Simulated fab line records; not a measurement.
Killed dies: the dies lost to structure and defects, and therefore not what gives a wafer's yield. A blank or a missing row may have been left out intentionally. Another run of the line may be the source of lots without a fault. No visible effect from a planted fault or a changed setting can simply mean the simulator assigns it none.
Which tool is to blame? / flow gf180mcu / 12 lots, 36 wafers sampled, at 5 steps of a route of 602

== WHAT THE GAUGES SHOWED, per wafer ==
GF_M4_THK_MEAS_06: measures by xrf. Usual: M4_ALCU_THK gives 452 nm (standard deviation 5.3).
lot=L982; measured=day 22 14:25; on=film-metro-01; M4_ALCU_THK (nm)=457 454 460; flag=
lot=L983; measured=day 23 02:07; on=film-metro-01; M4_ALCU_THK (nm)=462 463 461; flag=
lot=L986; measured=day 24 06:22; on=film-metro-01; M4_ALCU_THK (nm)=459 460 456; flag=
lot=L994; measured=day 26 23:25; on=film-metro-04; M4_ALCU_THK (nm)=443 445 447; flag=
lot=L995; measured=day 27 03:01; on=film-metro-04; M4_ALCU_THK (nm)=446 455 448; flag=
lot=L996; measured=day 27 15:50; on=film-metro-01; M4_ALCU_THK (nm)=448 452 447; flag=
lot=L998; measured=day 28 02:37; on=film-metro-03; M4_ALCU_THK (nm)=444 446 446; flag=
lot=L100; measured=day 28 17:32; on=film-metro-03; M4_ALCU_THK (nm)=448 448 449; flag=
lot=L101; measured=day 29 04:13; on=film-metro-01; M4_ALCU_THK (nm)=457 454 454; flag=
lot=L102; measured=day 29 05:28; on=film-metro-04; M4_ALCU_THK (nm)=455 451 452; flag=
lot=L103; measured=day 29 14:49; on=film-metro-03; M4_ALCU_THK (nm)=450 451 453; flag=
lot=L104; measured=day 29 15:52; on=film-metro-04; M4_ALCU_THK (nm)=454 450 451; flag=

GF_M4_OVL_MEAS_15. Usual: M4_OVL gives 0 nm (standard deviation 4.1).
lot=L982; measured=day 23 12:32; on=overlay-01; M4_OVL (nm)=-2 3 1; flag=
lot=L983; measured=day 23 23:52; on=overlay-02; M4_OVL (nm)=-6 2 4; flag=
lot=L986; measured=day 25 04:07; on=overlay-02; M4_OVL (nm)=1 4 -5; flag=
lot=L994; measured=day 27 19:19; on=overlay-02; M4_OVL (nm)=-8 -9 -4; flag=
lot=L995; measured=day 27 22:53; on=overlay-02; M4_OVL (nm)=1 3 3; flag=
lot=L996; measured=day 28 11:23; on=overlay-02; M4_OVL (nm)=-5 -2 -2; flag=
lot=L998; measured=day 28 22:08; on=overlay-02; M4_OVL (nm)=2 -3 0; flag=
lot=L100; measured=day 29 12:27; on=overlay-02; M4_OVL (nm)=-2 4 -1; flag=
lot=L101; measured=day 29 23:09; on=overlay-01; M4_OVL (nm)=10 5 1; flag=
lot=L102; measured=day 30 00:17; on=overlay-01; M4_OVL (nm)=-3 3 -3; flag=
lot=L103; measured=day 30 09:35; on=overlay-01; M4_OVL (nm)=-5 -3 0; flag=
lot=L104; measured=day 30 10:13; on=overlay-02; M4_OVL (nm)=2 4 -1; flag=

GF_V4_THK_MEAS_01. Usual: V4_CVD_00_THK gives 601 nm (standard deviation 6.6).
lot=L982; measured=day 23 13:19; on=film-metro-01; V4_CVD_00_THK (nm)=592 602 597; flag=
lot=L983; measured=day 24 00:40; on=film-metro-02; V4_CVD_00_THK (nm)=906 906 913; flag=OFF
lot=L986; measured=day 25 04:55; on=film-metro-01; V4_CVD_00_THK (nm)=909 906 903; flag=OFF
lot=L994; measured=day 27 20:07; on=film-metro-04; V4_CVD_00_THK (nm)=588 585 594; flag=
lot=L995; measured=day 27 23:40; on=film-metro-02; V4_CVD_00_THK (nm)=614 589 598; flag=
lot=L996; measured=day 28 12:11; on=film-metro-01; V4_CVD_00_THK (nm)=601 602 590; flag=
lot=L998; measured=day 28 22:53; on=film-metro-01; V4_CVD_00_THK (nm)=608 609 607; flag=
lot=L100; measured=day 29 13:37; on=film-metro-01; V4_CVD_00_THK (nm)=588 602 599; flag=
lot=L101; measured=day 29 23:56; on=film-metro-01; V4_CVD_00_THK (nm)=603 604 607; flag=
lot=L102; measured=day 30 01:23; on=film-metro-02; V4_CVD_00_THK (nm)=584 607 601; flag=
lot=L103; measured=day 30 10:26; on=film-metro-01; V4_CVD_00_THK (nm)=610 599 607; flag=
lot=L104; measured=day 30 11:10; on=film-metro-04; V4_CVD_00_THK (nm)=607 603 605; flag=

== WHAT TOOL EACH LOT RAN ON (gives the tool, then ch and the chambers of the sampled wafers, and finally the start) ==
lot=L982; GF_V3_ETCH_16=rie-diel-01 ch 1,2,3, day 22 12:41; GF_V4_CVD_00=hdpcvd-02 ch 0,1,2, day 23 13:13
lot=L983; GF_V3_ETCH_16=rie-diel-04 ch 2,3, day 23 00:25; GF_V4_CVD_00=hdpcvd-02 ch 0,1, day 24 00:35
lot=L986; GF_V3_ETCH_16=rie-diel-04 ch 1,2,3, day 24 04:26; GF_V4_CVD_00=hdpcvd-02 ch 0,2, day 25 04:50
lot=L994; GF_V3_ETCH_16=rie-diel-01 ch 0,1,2, day 26 21:35; GF_V4_CVD_00=hdpcvd-02 ch 1,2, day 27 20:01
lot=L995; GF_V3_ETCH_16=rie-diel-04 ch 0,2, day 27 01:19; GF_V4_CVD_00=hdpcvd-02 ch 0,1,2, day 27 23:35
lot=L996; GF_V3_ETCH_16=rie-diel-03 ch 0,3, day 27 14:02; GF_V4_CVD_00=hdpcvd-02 ch 0,1, day 28 12:05
lot=L998; GF_V3_ETCH_16=rie-diel-03 ch 0,2, day 28 00:53; GF_V4_CVD_00=hdpcvd-01 ch 0,1,2, day 28 22:49
lot=L100; GF_V3_ETCH_16=rie-diel-01 ch 0,2, day 28 15:48; GF_V4_CVD_00=hdpcvd-02 ch 0,2, day 29 13:33
lot=L101; GF_V3_ETCH_16=rie-diel-01 ch 0,1,3, day 29 02:28; GF_V4_CVD_00=hdpcvd-02 ch 0,1,2, day 29 23:52
lot=L102; GF_V3_ETCH_16=rie-diel-03 ch 0,2,3, day 29 03:46; GF_V4_CVD_00=hdpcvd-02 ch 0,1,2, day 30 01:19
lot=L103; GF_V3_ETCH_16=rie-diel-01 ch 0,1,2, day 29 12:35; GF_V4_CVD_00=hdpcvd-02 ch 1,2, day 30 10:21
lot=L104; GF_V3_ETCH_16=rie-diel-03 ch 0,2,3, day 29 13:55; GF_V4_CVD_00=hdpcvd-02 ch 0,1, day 30 11:05
- GF_V3_ETCH_16: etches BARC in N2/H2.
- GF_V4_CVD_00: deposits SiO2, target thk 600 nm, time 100 s.

== AS READ BY THE TOOLS THEMSELVES (means over the sampled wafers that have a number; for cases with no such wafer, the mark the record gives instead) ==
GF_V3_ETCH_16. Usual: bias-w 100.05 W, standard deviation 0.28; drypump-motor-current-A 5.7 A, standard deviation 0.5; h2-flow-sccm 200.0 sccm, standard deviation 0.57; oes-product-au 0.855 a.u., standard deviation 0.0042; throttle-valve-pct 13.225 %, standard deviation 0.0097.
lot=L982; tool=rie-diel-01; bias-w (W)=99.83; drypump-motor-current-A (A)=5.7; h2-flow-sccm (sccm)=199.8; oes-product-au (a.u.)=0.854; throttle-valve-pct (%)=13.216; flag=
lot=L983; tool=rie-diel-04; bias-w (W)=100.07; drypump-motor-current-A (A)=5.6; h2-flow-sccm (sccm)=199.6; oes-product-au (a.u.)=0.858; throttle-valve-pct (%)=13.229; flag=
lot=L986; tool=rie-diel-04; bias-w (W)=100.25; drypump-motor-current-A (A)=5.4; h2-flow-sccm (sccm)=200.4; oes-product-au (a.u.)=0.858; throttle-valve-pct (%)=13.214; flag=
lot=L994; tool=rie-diel-01; bias-w (W)=100.15; drypump-motor-current-A (A)=5.4; h2-flow-sccm (sccm)=200.5; oes-product-au (a.u.)=0.858; throttle-valve-pct (%)=13.219; flag=
lot=L995; tool=rie-diel-04; bias-w (W)=100.08; drypump-motor-current-A (A)=5.5; h2-flow-sccm (sccm)=200.0; oes-product-au (a.u.)=0.859; throttle-valve-pct (%)=13.232; flag=
lot=L996; tool=rie-diel-03; bias-w (W)=100.27; drypump-motor-current-A (A)=5.6; h2-flow-sccm (sccm)=200.3; oes-product-au (a.u.)=0.859; throttle-valve-pct (%)=13.235; flag=
lot=L998; tool=rie-diel-03; bias-w (W)=100.04; drypump-motor-current-A (A)=6.3; h2-flow-sccm (sccm)=199.8; oes-product-au (a.u.)=0.856; throttle-valve-pct (%)=13.219; flag=
lot=L100; tool=rie-diel-01; bias-w (W)=99.99; drypump-motor-current-A (A)=5.1; h2-flow-sccm (sccm)=199.6; oes-product-au (a.u.)=0.855; throttle-valve-pct (%)=13.230; flag=
lot=L101; tool=rie-diel-01; bias-w (W)=100.13; drypump-motor-current-A (A)=5.4; h2-flow-sccm (sccm)=199.4; oes-product-au (a.u.)=0.857; throttle-valve-pct (%)=13.218; flag=
lot=L102; tool=rie-diel-03; bias-w (W)=100.01; drypump-motor-current-A (A)=6.0; h2-flow-sccm (sccm)=199.7; oes-product-au (a.u.)=0.857; throttle-valve-pct (%)=13.229; flag=
lot=L103; tool=rie-diel-01; bias-w (W)=99.87; drypump-motor-current-A (A)=5.5; h2-flow-sccm (sccm)=199.9; oes-product-au (a.u.)=0.855; throttle-valve-pct (%)=13.222; flag=
lot=L104; tool=rie-diel-03; bias-w (W)=100.06; drypump-motor-current-A (A)=5.9; h2-flow-sccm (sccm)=200.4; oes-product-au (a.u.)=0.854; throttle-valve-pct (%)=13.226; flag=

GF_V4_CVD_00. Usual: sih4-flow-sccm at 60.00 sccm, with a standard deviation of 0.2.
lot=L982; tool=hdpcvd-02; sih4-flow-sccm (sccm)=60.02; flag=
lot=L983; tool=hdpcvd-02; sih4-flow-sccm (sccm)=90.12; flag=OFF
lot=L986; tool=hdpcvd-02; sih4-flow-sccm (sccm)=89.92; flag=OFF
lot=L994; tool=hdpcvd-02; sih4-flow-sccm (sccm)=60.08; flag=
lot=L995; tool=hdpcvd-02; sih4-flow-sccm (sccm)=60.00; flag=
lot=L996; tool=hdpcvd-02; sih4-flow-sccm (sccm)=59.98; flag=
lot=L998; tool=hdpcvd-01; sih4-flow-sccm (sccm)=60.07; flag=
lot=L100; tool=hdpcvd-02; sih4-flow-sccm (sccm)=59.89; flag=
lot=L101; tool=hdpcvd-02; sih4-flow-sccm (sccm)=60.11; flag=
lot=L102; tool=hdpcvd-02; sih4-flow-sccm (sccm)=60.15; flag=
lot=L103; tool=hdpcvd-02; sih4-flow-sccm (sccm)=60.12; flag=
lot=L104; tool=hdpcvd-02; sih4-flow-sccm (sccm)=60.06; flag=

== THE ANSWER, worked out from the rows above alone ==
Rule: lot off if the mean of its wafers having a number is beyond 3 standard deviations from the usual mean. A lot without any number at a reading at which 4 lots or more have one is off too. All remaining lots with rows at the step are treated as sound. After the gauges, taken in route order, come the tools' own readings; for these a lot's mean is taken, as printed above. At the first step where some lot is off, the reading lying furthest off is the one used; lots without a number count as furthest.
Off: at GF_V4_THK_MEAS_01 (V4_CVD_00_THK), L983, L986.
If a tool, at a process step before that reading, ran all the lots that are off and no sound lot after the first of them, it fits. Not tried: the gauges at GF_V4_THK_MEAS_01; whatever is off there is also off at GF_V4_CVD_00, on other tools, and gauge error can't account for it. Not one of the candidates tried fits.

== WHAT WAS PUT IN BY THE SIMULATOR ==
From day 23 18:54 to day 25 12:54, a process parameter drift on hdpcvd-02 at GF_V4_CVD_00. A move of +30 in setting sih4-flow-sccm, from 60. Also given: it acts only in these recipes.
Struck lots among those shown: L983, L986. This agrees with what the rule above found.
